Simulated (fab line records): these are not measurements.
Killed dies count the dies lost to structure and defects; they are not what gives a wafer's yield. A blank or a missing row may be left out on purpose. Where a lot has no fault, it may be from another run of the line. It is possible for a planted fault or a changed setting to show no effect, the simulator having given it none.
Chamber matching / flow sky130 / SKY_VIA1_CMP_24 on cmp-02: 4 sister chambers
The step polishes, stops on SiO2, t overpolish 15 s, target thk 0 nm. 24 wafers are shown with their chamber, then 12 later ones without.

WAFERS PAIRED WITH THEIR CHAMBERS
wafer=L075.1; chamber=3; motor_current_A (A)=9.7; time_to_endpoint_s (s)=71.6; overpolish_run_s (s)=15.005
wafer=L075.2; chamber=0; motor_current_A (A)=10.3; time_to_endpoint_s (s)=70.5; overpolish_run_s (s)=15.005
wafer=L075.3; chamber=1; motor_current_A (A)=11.9; time_to_endpoint_s (s)=69.1; overpolish_run_s (s)=14.988
wafer=L078.1; chamber=1; motor_current_A (A)=11.6; time_to_endpoint_s (s)=69.0; overpolish_run_s (s)=15.009
wafer=L078.2; chamber=0; motor_current_A (A)=9.9; time_to_endpoint_s (s)=70.5; overpolish_run_s (s)=14.995
wafer=L078.6; chamber=1; motor_current_A (A)=11.6; time_to_endpoint_s (s)=70.3; overpolish_run_s (s)=15.007
wafer=L078.3; chamber=3; motor_current_A (A)=9.6; time_to_endpoint_s (s)=74.9; overpolish_run_s (s)=14.996
wafer=L078.4; chamber=2; motor_current_A (A)=11.5; time_to_endpoint_s (s)=71.1; overpolish_run_s (s)=14.989
wafer=L078.5; chamber=2; motor_current_A (A)=11.3; time_to_endpoint_s (s)=68.7; overpolish_run_s (s)=15.003
wafer=L082.4; chamber=1; motor_current_A (A)=11.8; time_to_endpoint_s (s)=66.3; overpolish_run_s (s)=14.996
wafer=L082.5; chamber=3; motor_current_A (A)=10.3; time_to_endpoint_s (s)=69.3; overpolish_run_s (s)=14.989
wafer=L082.6; chamber=0; motor_current_A (A)=10.5; time_to_endpoint_s (s)=64.9; overpolish_run_s (s)=15.003
wafer=L083.1; chamber=1; motor_current_A (A)=11.7; time_to_endpoint_s (s)=63.9; overpolish_run_s (s)=14.986
wafer=L083.2; chamber=3; motor_current_A (A)=9.4; time_to_endpoint_s (s)=70.3; overpolish_run_s (s)=15.010
wafer=L083.3; chamber=0; motor_current_A (A)=11.3; time_to_endpoint_s (s)=67.5; overpolish_run_s (s)=15.016
wafer=L085.1; chamber=3; motor_current_A (A)=9.6; time_to_endpoint_s (s)=65.4; overpolish_run_s (s)=15.020
wafer=L085.2; chamber=1; motor_current_A (A)=11.3; time_to_endpoint_s (s)=63.3; overpolish_run_s (s)=15.000
wafer=L085.5; chamber=3; motor_current_A (A)=9.4; time_to_endpoint_s (s)=66.7; overpolish_run_s (s)=15.003
wafer=L087.1; chamber=3; motor_current_A (A)=9.1; time_to_endpoint_s (s)=70.4; overpolish_run_s (s)=14.995
wafer=L087.4; chamber=0; motor_current_A (A)=10.7; time_to_endpoint_s (s)=67.2; overpolish_run_s (s)=15.002
wafer=L087.5; chamber=3; motor_current_A (A)=8.8; time_to_endpoint_s (s)=69.7; overpolish_run_s (s)=15.004
wafer=L087.2; chamber=2; motor_current_A (A)=12.1; time_to_endpoint_s (s)=67.6; overpolish_run_s (s)=15.008
wafer=L087.3; chamber=1; motor_current_A (A)=12.0; time_to_endpoint_s (s)=66.7; overpolish_run_s (s)=14.997
wafer=L087.6; chamber=0; motor_current_A (A)=10.4; time_to_endpoint_s (s)=67.4; overpolish_run_s (s)=15.008

SIGNATURES (averages over the wafers above)
reading=motor_current_A; chamber 0=10.517; chamber 1=11.700; chamber 2=11.633; chamber 3=9.488; scatter within a chamber=0.395
reading=time_to_endpoint_s; chamber 0=68.000; chamber 1=66.943; chamber 2=69.133; chamber 3=69.787; scatter within a chamber=2.57
reading=overpolish_run_s; chamber 0=15.00483; chamber 1=14.99757; chamber 2=15.00000; chamber 3=15.00275; scatter within a chamber=0.00878
Rule: for a wafer and a chamber, the distance is found by dividing, reading by reading, the gap between the wafer's reading and the chamber's mean by the reading's scatter, squaring, summing and taking the root. The wafer belongs to the nearest chamber; if the next one is less than 2 further off, it can't be placed. The scatter: the root of (the sum of the squares of (reading less its chamber's mean) over the shown wafers, divided by (wafers less chambers)).

WAFERS WITH NO CHAMBER GIVEN
wafer=L089.1; motor_current_A (A)=9.1; time_to_endpoint_s (s)=68.9; overpolish_run_s (s)=14.999
wafer=L089.5; motor_current_A (A)=10.4; time_to_endpoint_s (s)=67.2; overpolish_run_s (s)=14.990
wafer=L089.6; motor_current_A (A)=9.2; time_to_endpoint_s (s)=71.8; overpolish_run_s (s)=15.009
wafer=L093.3; motor_current_A (A)=9.6; time_to_endpoint_s (s)=68.5; overpolish_run_s (s)=15.002
wafer=L093.5; motor_current_A (A)=9.6; time_to_endpoint_s (s)=67.8; overpolish_run_s (s)=15.005
wafer=L093.6; motor_current_A (A)=10.5; time_to_endpoint_s (s)=67.4; overpolish_run_s (s)=14.996
wafer=L093.1; motor_current_A (A)=12.0; time_to_endpoint_s (s)=62.2; overpolish_run_s (s)=14.985
wafer=L093.2; motor_current_A (A)=11.9; time_to_endpoint_s (s)=65.7; overpolish_run_s (s)=14.996
wafer=L093.4; motor_current_A (A)=10.5; time_to_endpoint_s (s)=68.4; overpolish_run_s (s)=15.009
wafer=L097.3; motor_current_A (A)=11.9; time_to_endpoint_s (s)=65.8; overpolish_run_s (s)=14.992
wafer=L097.4; motor_current_A (A)=9.7; time_to_endpoint_s (s)=71.0; overpolish_run_s (s)=15.014
wafer=L097.5; motor_current_A (A)=11.7; time_to_endpoint_s (s)=67.6; overpolish_run_s (s)=15.007

CHAMBER TAKEN BY EACH
wafer=L089.1; from the rows above=3; in truth=3
wafer=L089.5; from the rows above=can't be placed: 0 or 3 or 1 or 2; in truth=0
wafer=L089.6; from the rows above=3; in truth=3
wafer=L093.3; from the rows above=can't be placed: 3 or 0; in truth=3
wafer=L093.5; from the rows above=can't be placed: 3 or 0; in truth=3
wafer=L093.6; from the rows above=can't be placed: 0 or 3 or 2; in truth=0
wafer=L093.1; from the rows above=can't be placed: 1 or 2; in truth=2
wafer=L093.2; from the rows above=can't be placed: 1 or 2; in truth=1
wafer=L093.4; from the rows above=0; in truth=0
wafer=L097.3; from the rows above=can't be placed: 1 or 2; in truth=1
wafer=L097.4; from the rows above=can't be placed: 3 or 0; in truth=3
wafer=L097.5; from the rows above=can't be placed: 2 or 1 or 0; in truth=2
Placed correctly: 3 of 12. Cannot be placed on the basis of these rows: 9; the candidates contain the true chamber in 9. 0 placed wrongly.
